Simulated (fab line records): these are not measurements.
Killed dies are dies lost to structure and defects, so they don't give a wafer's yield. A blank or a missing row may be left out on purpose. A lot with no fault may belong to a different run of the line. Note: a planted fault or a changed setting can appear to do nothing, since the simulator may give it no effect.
fab line records | flow sky130
record lots=14 wafers=42 last-day=50
route steps=708 shown FIELD_ISO@17 LDD_N@247 LDD_HVP@285 RES_XHIGH@341
lots that met no fault: taken from a fault-free run of the same line
start-h: hours from the record's opening day to when the first of the lot's shown wafers began | wait-h: hours since the lot's step before | " the same as in the row above | L1.1+2: a row that stands for several wafers | - no value, or no start was given | * or withheld: withheld | < > ~ a bound
route shown NAME@n: NAME is a module with steps in the file, n the number in the route of the first one | usual: the fault-free wafers' mean and standard deviation | same: alike in all rows | chamber/n: place in a boat | sites: per-site readings | _std_site: standard deviation across them | _edge_site: inner sites' mean taken away from outer sites' mean | radius-mm: for every site, how far away it sits from the centre of the wafer | mask NAME#n: copy n | behind: tool/chamber where the wafer was last shaped | hold: why the lot was held/for how many hours/how that ended | device: transistor that didn't switch, given as n, p or np | end of line: tests run on the same wafers once the route is complete | a step given without rows: its recipe and nothing more | killed: dies that structure and defects cost at the first sort, which is not the same as the wafer's yield | map: a wafer's dies, marking killed ones x, the rest . and places with no die _
set.NAME: setting as actually run; set.NAME@STEP: the setting as run at that earlier step | model.NAME: the simulator's own value behind a step, which no gauge read
one table for each step of the route and one row for each wafer, over a sample of lots
services: a tool's chamber out of use, with start hour (start-h, from the record's first day; less than 0 if before it), hours out, and reason
## steps
# step SKY_FIELD_ISO_STRIP_16
# recipe chemistry=O2/N2 power-w=1400 pressure-mtorr=1500 platen-temp-c=withheld o2-flow-sccm=3000 n2-flow-sccm=300 overash-fraction=0.5
# usual drypump-motor-current-A=5.5/0.53 oes-product-au=0.379/0.0039 strip-time-to-endpoint-s=3.552/0.024
# columns lot.wafer tool chamber start-h wait-h drypump-motor-current-A oes-product-au rf-hours-counter-h strip-time-to-endpoint-s
L450.2 plasma-asher-04 1 27.88 0.0 5.1 0.375 36 3.542
L450.3 " 0 " " 5.1 0.381 - 3.524
L450.6 " 1 " " 5.1 0.381 - 3.557
L451.1 plasma-asher-04 1 33.89 0.0 5.1 0.378 37 3.520
L451.3 " 1 " " 5.1 0.375 - 3.577
L451.6 " 1 " " 5.1 0.378 - 3.576
L452.4 plasma-asher-04 1 39.20 0.1 5.1 0.380 - 3.596
L452.5 " 0 " " 5.1 0.374 - 3.591
L452.6 " 1 " " 5.1 0.371 - 3.542
L453.1 plasma-asher-04 1 44.49 0.0 5.1 0.383 38 3.512
L453.4 " 1 " " 5.1 0.379 - 3.523
L453.5 " 0 " " 5.1 0.372 - 3.533
L454.3 plasma-asher-04 0 49.15 0.1 5.1 0.381 - 3.548
L454.4 " 1 " " 5.1 0.378 - 3.515
L454.6 " 1 " " 5.1 0.380 - 3.582
L459.2 plasma-asher-03 1 75.64 0.0 5.8 0.379 25 3.587
L459.4 " 1 " " 5.8 0.373 - 3.570
L459.6 " 1 " " 5.8 0.382 - 3.564
L460.2 plasma-asher-04 1 81.62 0.0 5.1 0.382 41 3.539
L460.3 " 1 " " 5.1 0.372 - 3.514
L460.4 " 0 " " 5.1 0.383 - 3.493
L464.1 plasma-asher-02 1 103.79 0.0 6.3 0.378 42 3.560
L464.2 " 0 " " 6.4 0.381 42 3.546
L464.5 " 1 " " 6.3 0.384 - 3.543
L465.3 plasma-asher-03 1 106.47 0.1 5.8 0.382 - 3.577
L465.4 " 0 " " 5.0 0.376 - 3.520
L465.5 " 0 " " 5.0 0.385 - 3.542
L467.4 plasma-asher-03 0 120.50 0.1 5.0 0.372 - 3.543
L467.5 " 1 " " 5.9 0.374 - 3.537
L467.6 " 0 " " 5.0 0.370 - 3.565
L468.2 plasma-asher-03 0 124.37 0.0 5.0 0.384 31 3.577
L468.3 " 1 " " 5.8 0.381 - 3.551
L468.5 " 0 " " 5.0 0.377 - 3.555
L469.1 plasma-asher-04 1 129.19 0.0 5.1 0.378 1 3.577
L469.3 " 0 " " 5.1 0.383 - 3.539
L469.5 " 0 " " 5.1 0.379 - 3.584
L471.2 plasma-asher-03 1 140.22 0.0 5.8 0.378 32 3.507
L471.3 " 1 " " 5.7 0.379 - 3.540
L471.5 " 1 " " 5.8 0.375 - 3.536
L473.2 plasma-asher-03 0 151.39 0.0 5.0 0.377 33 3.544
L473.3 " 0 " " 5.0 0.376 - 3.505
L473.4 " 1 " " 5.8 0.380 - 3.560
# step SKY_LDD_N_IMPLANT_10
# recipe species=As energy-kev=20 dose-cm2=7.5e+13 tilt-deg=withheld rotation-deg=203
# usual beam-energy-keV=20.000/0.0058 beam-on-s=9.98/0.2
# columns lot.wafer tool chamber start-h wait-h beam-energy-keV beam-on-s
L450.2 implanter-02 0 394.23 0.1 20.000 9.70
L450.3 " 0 " " 19.998 9.95
L450.6 " 0 " " 19.994 9.96
L451.1 implanter-01 0 407.90 0.1 19.999 10.08
L451.3 " 0 " " 20.002 9.98
L451.6 " 0 " " 19.992 10.04
L452.4 implanter-01 0 423.08 0.1 20.007 9.78
L452.5 " 0 " " 19.999 10.14
L452.6 " 0 " " 19.991 10.15
L453.1 implanter-02 0 431.56 0.1 20.001 10.14
L453.4 " 0 " " 20.005 9.89
L453.5 " 0 " " 19.999 9.78
L454.3 implanter-01 0 437.55 0.1 20.005 9.91
L454.4 " 0 " " 20.001 10.18
L454.6 " 0 " " 19.996 9.87
L459.2 implanter-03 - 481.33 0.1 - -
L459.4 " - " " - -
L459.6 " - " " - -
L460.2 implanter-01 - 505.04 0.1 - -
L460.3 " - " " - -
L460.4 " - " " - -
L464.1 implanter-01 0 533.56 0.1 19.996 9.78
L464.2 " 0 " " 19.998 9.69
L464.5 " 0 " " 20.009 9.73
L465.3 implanter-03 0 538.96 0.1 20.002 9.68
L465.4 " 0 " " 20.005 9.95
L465.5 " 0 " " 19.996 9.74
L467.4 implanter-03 0 575.03 0.1 19.994 9.79
L467.5 " 0 " " 19.998 10.26
L467.6 " 0 " " 19.997 9.98
L469.1 implanter-01 0 575.91 0.1 19.989 9.89
L469.3 " 0 " " 20.003 10.33
L469.5 " 0 " " 19.990 9.82
L468.2 implanter-03 0 576.68 0.1 20.001 10.11
L468.3 " 0 " " 20.008 9.84
L468.5 " 0 " " 19.998 9.86
L471.2 implanter-01 0 589.19 0.1 19.997 10.10
L471.3 " 0 " " 19.991 10.03
L471.5 " 0 " " 19.998 9.53
L473.2 implanter-03 0 600.59 0.1 20.004 9.84
L473.3 " 0 " " 20.002 9.91
L473.4 " 0 " " 20.000 9.80
# step SKY_LDD_N_STRIP_16
# recipe chemistry=O2/N2 power-w=1400 pressure-mtorr=1500 platen-temp-c=withheld o2-flow-sccm=3000 n2-flow-sccm=300 overash-fraction=0.5
# usual drypump-motor-current-A=5.8/0.56 oes-product-au=0.407/0.005 strip-time-to-endpoint-s=4.316/0.016
# columns lot.wafer tool chamber start-h wait-h drypump-motor-current-A oes-product-au rf-hours-counter-h strip-time-to-endpoint-s
L450.2 plasma-asher-04 1 395.11 0.1 5.1 0.401 25 4.317
L450.3 " 0 " " 5.2 0.410 - 4.303
L450.6 " 0 " " 5.1 0.404 - 4.302
L451.1 plasma-asher-04 1 408.80 0.1 5.1 0.415 27 4.337
L451.3 " 1 " " 5.1 0.407 - 4.323
L451.6 " 1 " " 5.1 0.410 - 4.342
L452.4 plasma-asher-04 1 423.93 0.1 5.1 0.407 - 4.327
L452.5 " 1 " " 5.1 0.409 - 4.317
L452.6 " 0 " " 5.1 0.401 - 4.315
L453.1 plasma-asher-01 1 432.46 0.1 5.4 0.401 70 4.313
L453.4 " 0 " " 6.1 0.416 - 4.308
L453.5 " 1 " " 5.4 0.407 - 4.317
L454.3 plasma-asher-02 0 438.43 0.1 6.4 0.418 - 4.329
L454.4 " 1 " " 6.3 0.418 - 4.340
L454.6 " 0 " " 6.4 0.400 - 4.308
L459.2 plasma-asher-04 0 482.20 0.1 5.1 0.414 34 4.137
L459.4 " 1 " " 5.1 0.411 - 4.138
L459.6 " 1 " " 5.1 0.402 - 4.127
L460.2 plasma-asher-02 0 505.92 0.1 6.4 0.412 8 4.163
L460.3 " 1 " " 6.3 0.405 - 4.155
L460.4 " 0 " " 6.4 0.406 - 4.159
L464.1 plasma-asher-01 0 534.46 0.1 6.1 0.404 81 4.359
L464.2 " 1 " " 5.4 0.410 81 4.335
L464.5 " 0 " " 6.1 0.406 - 4.359
L465.3 plasma-asher-02 1 539.84 0.1 6.3 0.407 - 4.334
L465.4 " 0 " " 6.4 0.414 - 4.319
L465.5 " 1 " " 6.3 0.406 - 4.314
L467.4 plasma-asher-01 1 575.88 0.1 5.4 0.408 - 4.320
L467.5 " 1 " " 5.4 0.406 - 4.307
L467.6 " 0 " " 6.1 0.403 - 4.320
L469.1 plasma-asher-02 0 576.81 0.1 6.4 0.415 14 4.306
L469.3 " 1 " " 6.3 0.406 - 4.326
L469.5 " 1 " " 6.3 0.410 - 4.313
L468.2 plasma-asher-01 0 577.55 0.1 6.1 0.406 85 4.328
L468.3 " 0 " " 6.1 0.403 - 4.345
L468.5 " 0 " " 6.1 0.406 - 4.316
L471.2 plasma-asher-01 1 590.07 0.1 5.4 0.410 87 4.309
L471.3 " 1 " " 5.4 0.403 - 4.317
L471.5 " 1 " " 5.4 0.403 - 4.318
L473.2 plasma-asher-02 1 601.47 0.1 6.3 0.408 18 4.299
L473.3 " 0 " " 6.4 0.403 - 4.310
L473.4 " 1 " " 6.3 0.404 - 4.293
# step SKY_LDD_N_TW_MEAS_17
# usual LDD_N_TW=2588/21
# columns lot.wafer tool chamber start-h wait-h LDD_N_TW
L450.2 film-metro-01 - 395.23 0.1 2586
L450.3 " - " " 2601
L450.6 " - " " 2584
L451.1 film-metro-01 - 408.90 0.1 2603
L451.3 " - " " 2623
L451.6 " - " " 2592
L452.4 film-metro-03 - 424.03 0.1 2584
L452.5 " - " " 2587
L452.6 " - " " 2575
L453.1 film-metro-01 - 432.56 0.1 2614
L453.4 " - " " 2623
L453.5 " - " " 2616
L454.3 film-metro-04 - 438.52 0.1 2598
L454.4 " - " " 2600
L454.6 " - " " 2611
L459.2 film-metro-01 - 482.31 0.1 2464
L459.4 " - " " 2458
L459.6 " - " " 2437
L460.2 film-metro-03 - 506.03 0.1 2425
L460.3 " - " " 2424
L460.4 " - " " 2426
L464.1 film-metro-03 - 534.56 0.1 2549
L464.2 " - " " 2569
L464.5 " - " " 2576
L465.3 film-metro-04 - 539.93 0.1 2605
L465.4 " - " " 2606
L465.5 " - " " 2616
L467.4 film-metro-03 - 575.98 0.1 2561
L467.5 " - " " 2563
L467.6 " - " " 2572
L469.1 film-metro-03 - 576.91 0.1 2548
L469.3 " - " " 2565
L469.5 " - " " 2572
L468.2 film-metro-03 - 577.66 0.1 2572
L468.3 " - " " 2585
L468.5 " - " " 2574
L471.2 film-metro-04 - 590.18 0.1 2599
L471.3 " - " " 2599
L471.5 " - " " 2605
L473.2 film-metro-03 - 601.61 0.1 2573
L473.3 " - " " 2576
L473.4 " - " " 2564
# step SKY_LDD_HVP_OVL_MEAS_07
# usual LDD_HVP_OVL=0.2/1.4
# columns lot.wafer tool chamber start-h wait-h LDD_HVP_OVL[nm]
L450.2 overlay-02 - 486.10 0.1 1.6
L450.3 " - " " 0.4
L450.6 " - " " 0.9
L451.1 overlay-02 - 500.15 0.1 1.2
L451.3 " - " " 2.2
L451.6 " - " " -1.4
L452.4 overlay-01 - 525.04 0.1 0.2
L452.5 " - " " 1.1
L452.6 " - " " 1.6
L453.1 overlay-01 - 525.23 0.1 0.1
L453.4 " - " " -1.2
L453.5 " - " " 1.3
L454.3 overlay-02 - 529.43 0.1 -2.2
L454.4 " - " " -0.1
L454.6 " - " " -1.2
L464.1 overlay-01 - 622.65 0.1 -0.1
L464.2 " - " " 1.0
L464.5 " - " " 0.7
L465.3 overlay-01 - 628.78 0.1 1.6
L465.4 " - " " 0.8
L465.5 " - " " 0.5
L467.4 overlay-01 - 663.06 0.1 1.2
L467.5 " - " " 1.9
L467.6 " - " " 1.0
L469.1 overlay-01 - 664.75 0.1 -2.8
L469.3 " - " " -1.2
L469.5 " - " " -1.8
L468.2 overlay-02 - 664.78 0.1 -1.1
L468.3 " - " " 1.4
L468.5 " - " " 0.8
L471.2 overlay-01 - 677.59 0.1 -1.3
L471.3 " - " " -0.4
L471.5 " - " " -0.4
L473.2 overlay-02 - 688.45 0.1 1.8
L473.3 " - " " 2.8
L473.4 " - " " 2.4
# step SKY_RES_XHIGH_TW_MEAS_09
# usual RES_XHIGH_TW=1653/6.6
# columns lot.wafer tool chamber start-h wait-h RES_XHIGH_TW
L450.2 film-metro-04 - 610.16 0.1 1645
L450.3 " - " " 1645
L450.6 " - " " 1652
L451.1 film-metro-01 - 621.08 0.1 1660
L451.3 " - " " 1663
L451.6 " - " " 1658
L452.4 film-metro-04 - 645.48 0.1 1663
L452.5 " - " " 1650
L452.6 " - " " 1653
L453.1 film-metro-01 - 649.14 0.1 1645
L453.4 " - " " 1655
L453.5 " - " " 1654
L454.3 film-metro-04 - 652.17 0.1 1644
L454.4 " - " " 1649
L454.6 " - " " 1658
L464.1 film-metro-04 - 740.30 0.1 1648
L464.2 " - " " 1642
L464.5 " - " " 1654
L465.3 film-metro-04 - 745.52 0.1 1661
L465.4 " - " " 1659
L465.5 " - " " 1661
L467.4 film-metro-01 - 778.08 0.1 1657
L467.5 " - " " 1660
L467.6 " - " " 1656
L468.2 film-metro-04 - 779.28 0.1 1653
L468.3 " - " " 1651
L468.5 " - " " 1646
L469.1 film-metro-02 - 779.57 0.1 1649
L469.3 " - " " 1651
L469.5 " - " " 1646
L471.2 film-metro-01 - 790.93 0.1 1656
L471.3 " - " " 1657
L471.5 " - " " 1649
L473.2 film-metro-02 - 802.76 0.1 1656
L473.3 " - " " 1654
L473.4 " - " " 1652
## services
# columns tool chamber start-h hours kind
plasma-asher-04 - 108.75 9.0 pm
plasma-asher-03 - 162.50 0.8 repair
implanter-01 - 184.36 3.0 repair
implanter-01 - 195.69 7.5 repair
implanter-01 - 227.65 4.0 pm
plasma-asher-03 - 229.82 0.3 repair
plasma-asher-03 - 252.71 2.8 pm
plasma-asher-04 - 277.87 0.9 repair
plasma-asher-04 - 278.74 14.6 pm
plasma-asher-04 - 328.04 3.7 repair
plasma-asher-02 - 356.06 0.8 repair
plasma-asher-04 - 378.68 2.8 pm
implanter-01 - 409.84 1.1 repair
plasma-asher-02 - 421.25 9.0 pm
implanter-01 - 454.96 3.6 pm
implanter-01 - 474.94 5.0 repair
plasma-asher-03 - 501.87 4.3 repair
implanter-01 - 527.62 1.9 repair
plasma-asher-04 - 530.05 0.4 repair
implanter-01 - 535.82 6.0 pm
implanter-01 - 564.17 3.5 repair
plasma-asher-04 - 572.29 35.1 repair
plasma-asher-04 - 579.90 4.8 repair
implanter-01 - 598.78 2.0 repair
## key
first-sign step=SKY_LDD_N_IMPLANT_10 reading=tool-record direction=missing
effect step=SKY_LDD_N_STRIP_16 reading=strip-time-to-endpoint-s direction=down sigmas=11 usual=* struck=*
effect step=SKY_LDD_N_TW_MEAS_17 reading=LDD_N_TW direction=down sigmas=7.1 usual=2588 struck=2439
met-at SKY_LDD_N_IMPLANT_10
struck-lots L459,L460
later-rows-left-out L459.2,L459.4,L459.6,L460.2,L460.3,L460.4
sort-left-out L459.2,L459.4,L459.6,L460.2,L460.3,L460.4
tester-left-out L459,L460
not-acting-at SKY_FIELD_ISO_STRIP_16,SKY_LDD_HVP_OVL_MEAS_07,SKY_RES_XHIGH_TW_MEAS_09
onset-between 437.55 481.33
fault kind=skipped-step-whole tool=implanter-01,implanter-03 chamber=- onset-h=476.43 steps=SKY_LDD_N_IMPLANT_10 scope=struck-lots-only
# tester-left-out: of these lots the tester's yield and bins aren't shown, on N5 and GAA mostly nor the transistor test; their killed dies are dies lost to structure and defects alone, not to doping, threshold or leakage, so they don't give the yield
# sort-left-out: the simulated sort isn't trusted on such a fault, so these wafers' sort isn't shown, and their yield isn't known
# later-rows-left-out: the simulator's readings of these wafers behind a module that went badly wrong aren't trusted and aren't shown, but for the sort
